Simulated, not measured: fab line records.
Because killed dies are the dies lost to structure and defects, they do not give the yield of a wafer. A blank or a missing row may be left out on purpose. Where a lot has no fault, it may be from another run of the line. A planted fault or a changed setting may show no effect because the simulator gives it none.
What tool caused it? + flow sky130 + Sampling: 24 lots, 72 wafers, 3 of 708 route steps

== WHAT EACH GAUGE READ, for each wafer ==
SKY_FIELD_ISO_THK_MEAS_25.
| lot  | measured    | on            | FIELD_ISO_CVD_24_THK (nm) |
|------|-------------|---------------|---------------------------|
| L074 | day 2 08:40 | film_metro-02 | 591 593 585               |
| L075 | day 2 15:30 | film_metro-01 | 592 583 592               |
| L077 | day 3 02:50 | film_metro-03 | 586 597 594               |
| L076 | day 3 02:53 | film_metro-01 | 599 577 591               |
| L078 | day 3 08:11 | film_metro-02 | 598 584 582               |
| L079 | day 3 10:46 | film_metro-01 | 593 608 606               |
| L080 | day 3 16:11 | film_metro-02 | 608 596 606               |
| L081 | day 4 00:10 | film_metro-01 | 607 589 592               |
| L082 | day 4 03:49 | film_metro-02 | 617 584 593               |
| L083 | day 4 09:04 | film_metro-01 | 584 594 587               |
| L084 | day 4 13:09 | film_metro-01 | 602 614 597               |
| L085 | day 4 19:01 | film_metro-01 | 579 580 594               |
| L086 | day 4 23:28 | film_metro-02 | 581 604 585               |
| L087 | day 5 08:55 | film_metro-01 | 590 600 584               |
| L088 | day 5 13:22 | film_metro-03 | 598 610 594               |
| L089 | day 5 18:38 | film_metro-03 | 613 614 598               |
| L090 | day 5 20:28 | film_metro-01 | 592 591 595               |
| L091 | day 6 02:04 | film_metro-03 | 579 590 600               |
| L092 | day 6 08:06 | film_metro-01 | 604 587 604               |
| L093 | day 6 13:41 | film_metro-02 | 582 582 597               |
| L094 | day 6 19:22 | film_metro-03 | 609 577 591               |
| L095 | day 6 21:50 | film_metro-02 | 582 595 585               |
| L096 | day 7 05:25 | film_metro-01 | 597 587 597               |
| L097 | day 7 09:37 | film_metro-02 | 608 590 590               |

SKY_VIA2_THK_MEAS_01.
| lot  | measured     | on            | VIA2_HDPCVD_THK (nm) |
|------|--------------|---------------|----------------------|
| L074 | day 35 05:17 | film_metro-01 | 1158 1167 1149       |
| L075 | day 35 13:09 | film_metro-01 | 1189 1177 1175       |
| L077 | day 36 09:29 | film_metro-03 | 1181 1168 1149       |
| L076 | day 36 15:34 | film_metro-02 | 1171 1179 1162       |
| L078 | day 36 22:08 | film_metro-03 | 1170 1185 1170       |
| L079 | day 37 00:03 | film_metro-03 | 1189 1211 1184       |
| L080 | day 37 08:59 | film_metro-01 | 1166 1165 1175       |
| L081 | day 37 19:16 | film_metro-02 | 1177 1177 1159       |
| L082 | day 38 04:30 | film_metro-01 | 1163 1189 1189       |
| L083 | day 38 16:51 | film_metro-03 | 1167 1189 1142       |
| L084 | day 38 19:18 | film_metro-03 | 1170 1157 1181       |
| L085 | day 39 08:41 | film_metro-01 | 1170 1196 1177       |
| L086 | day 39 11:56 | film_metro-02 | 1201 1179 1173       |
| L087 | day 39 18:17 | film_metro-01 | 1178 1169 1177       |
| L088 | day 40 06:49 | film_metro-02 | 1150 1182 1159       |
| L089 | day 40 09:08 | film_metro-02 | 1184 1142 1163       |
| L090 | day 40 17:46 | film_metro-02 | 1135 1141 1136       |
| L091 | day 40 23:33 | film_metro-02 | 1171 1178 1187       |
| L092 | day 41 08:24 | film_metro-02 | 1180 1167 1163       |
| L093 | day 41 09:28 | film_metro-01 | 1185 1198 1184       |
| L094 | day 41 14:07 | film_metro-02 | 1170 1188 1191       |
| L095 | day 41 19:58 | film_metro-03 | 1163 1159 1150       |
| L096 | day 42 00:05 | film_metro-01 | 1145 1193 1148       |
| L097 | day 42 15:55 | film_metro-03 | 1203 1183 1209       |

== EACH LOT AND THE TOOL THAT RAN IT (in order: tool; ch and the chambers of the sampled wafers; start) ==
| lot  | SKY_VIA1_CMP_24               |
|------|-------------------------------|
| L074 | cmp-01 ch 1,2, day 34 03:54   |
| L075 | cmp-02 ch 2,3, day 34 11:47   |
| L077 | cmp-01 ch 0,3, day 35 06:36   |
| L076 | cmp-02 ch 0,1, day 35 12:12   |
| L078 | cmp-01 ch 1,2,3, day 35 18:27 |
| L079 | cmp-02 ch 1,2, day 35 19:57   |
| L080 | cmp-01 ch 2,3, day 36 06:01   |
| L081 | cmp-02 ch 0,1,2, day 36 16:07 |
| L082 | cmp-01 ch 0,1, day 37 02:48   |
| L083 | cmp-01 ch 1,2,3, day 37 10:43 |
| L084 | cmp-02 ch 1,2, day 37 17:31   |
| L085 | cmp-02 ch 0,2, day 38 06:10   |
| L086 | cmp-01 ch 1,3, day 38 09:47   |
| L087 | cmp-01 ch 0,1,3, day 38 15:37 |
| L088 | cmp-01 ch 1,2, day 39 04:11   |
| L089 | cmp-01 ch 1,2,3, day 39 06:02 |
| L090 | cmp-02 ch 0,3, day 39 16:02   |
| L091 | cmp-02 ch 1,2, day 39 20:52   |
| L092 | cmp-01 ch 0,1,2, day 40 06:48 |
| L093 | cmp-01 ch 1,2,3, day 40 08:01 |
| L094 | cmp-01 ch 0,2, day 40 12:14   |
| L095 | cmp-01 ch 0,1,3, day 40 18:13 |
| L096 | cmp-02 ch 0,1,2, day 40 23:13 |
| L097 | cmp-01 ch 2,3, day 41 14:21   |
- SKY_VIA1_CMP_24: polishes, stops on SiO2, t overpolish 15 s, target thk 0 nm.

== AS READ BY THE TOOLS THEMSELVES (means over the sampled wafers that have a number; for cases with no such wafer, the mark the record gives instead) ==
SKY_VIA1_CMP_24.
| lot  | tool   | motor_current_A (A) | overpolish_run_s (s) | slurry_filter_dp_kPa (kPa) | time_to_endpoint_s (s) |
|------|--------|---------------------|----------------------|----------------------------|------------------------|
| L074 | cmp-01 | 9.6                 | 15.004               | 13.53                      | 65.2                   |
| L075 | cmp-02 | 11.8                | 14.996               | 13.39                      | 68.8                   |
| L077 | cmp-01 | 11.1                | 14.998               | 13.64                      | 65.2                   |
| L076 | cmp-02 | 10.9                | 14.998               | 13.47                      | 64.7                   |
| L078 | cmp-01 | 9.8                 | 15.004               | 13.51                      | 64.3                   |
| L079 | cmp-02 | 12.1                | 14.989               | 13.50                      | 66.2                   |
| L080 | cmp-01 | 9.4                 | 14.992               | 13.46                      | 68.0                   |
| L081 | cmp-02 | 11.5                | 15.002               | 13.54                      | 65.8                   |
| L082 | cmp-01 | 10.5                | 14.997               | 13.29                      | 67.4                   |
| L083 | cmp-01 | 10.2                | 14.997               | 13.57                      | 66.1                   |
| L084 | cmp-02 | 11.8                | 15.001               | 13.50                      | 63.9                   |
| L085 | cmp-02 | 10.9                | 15.007               | 13.48                      | 66.8                   |
| L086 | cmp-01 | 10.7                | 14.996               | 13.39                      | 65.8                   |
| L087 | cmp-01 | 10.7                | 15.000               | 13.68                      | 68.1                   |
| L088 | cmp-01 | 9.7                 | 14.999               | 13.49                      | 62.7                   |
| L089 | cmp-01 | 10.0                | 15.004               | 13.50                      | 63.3                   |
| L090 | cmp-02 | 11.1                | 15.007               | 13.44                      | 64.6                   |
| L091 | cmp-02 | 12.2                | 14.992               | 13.49                      | 66.9                   |
| L092 | cmp-01 | 9.9                 | 14.993               | 13.35                      | 64.3                   |
| L093 | cmp-01 | 9.6                 | 14.995               | 13.51                      | 65.8                   |
| L094 | cmp-01 | 9.6                 | 15.000               | 13.54                      | 67.1                   |
| L095 | cmp-01 | 10.7                | 15.005               | 13.52                      | 63.9                   |
| L096 | cmp-02 | 11.5                | 15.000               | 13.70                      | 62.5                   |
| L097 | cmp-01 | 10.3                | 15.002               | 13.50                      | 62.1                   |

== THE ANSWER, worked out from the rows above alone ==
Rule: the lots themselves supply what counts as usual. The widest of any qualifying gaps counts: lots, ordered by their means at a reading, are off when they make up no more than a third of the lots, leave a main group of 4 or more, and stand apart from it by 3 or more times the standard deviation of that group's means. A main group whose means are all the same, to the digits that the tables above print for the reading, isn't used. A lot without any number at a reading at which 4 lots or more have one is off too. All remaining lots with rows at the step are treated as sound. After the gauges, taken in route order, come the tools' own readings; for these a lot's mean is taken, as printed above. At the first step where some lot is off, the reading lying furthest off is the one used; lots without a number count as furthest.
Nothing can be told from this: no lot is off at any reading shown.

== WHAT HAD BEEN PUT IN BY THE SIMULATOR ==
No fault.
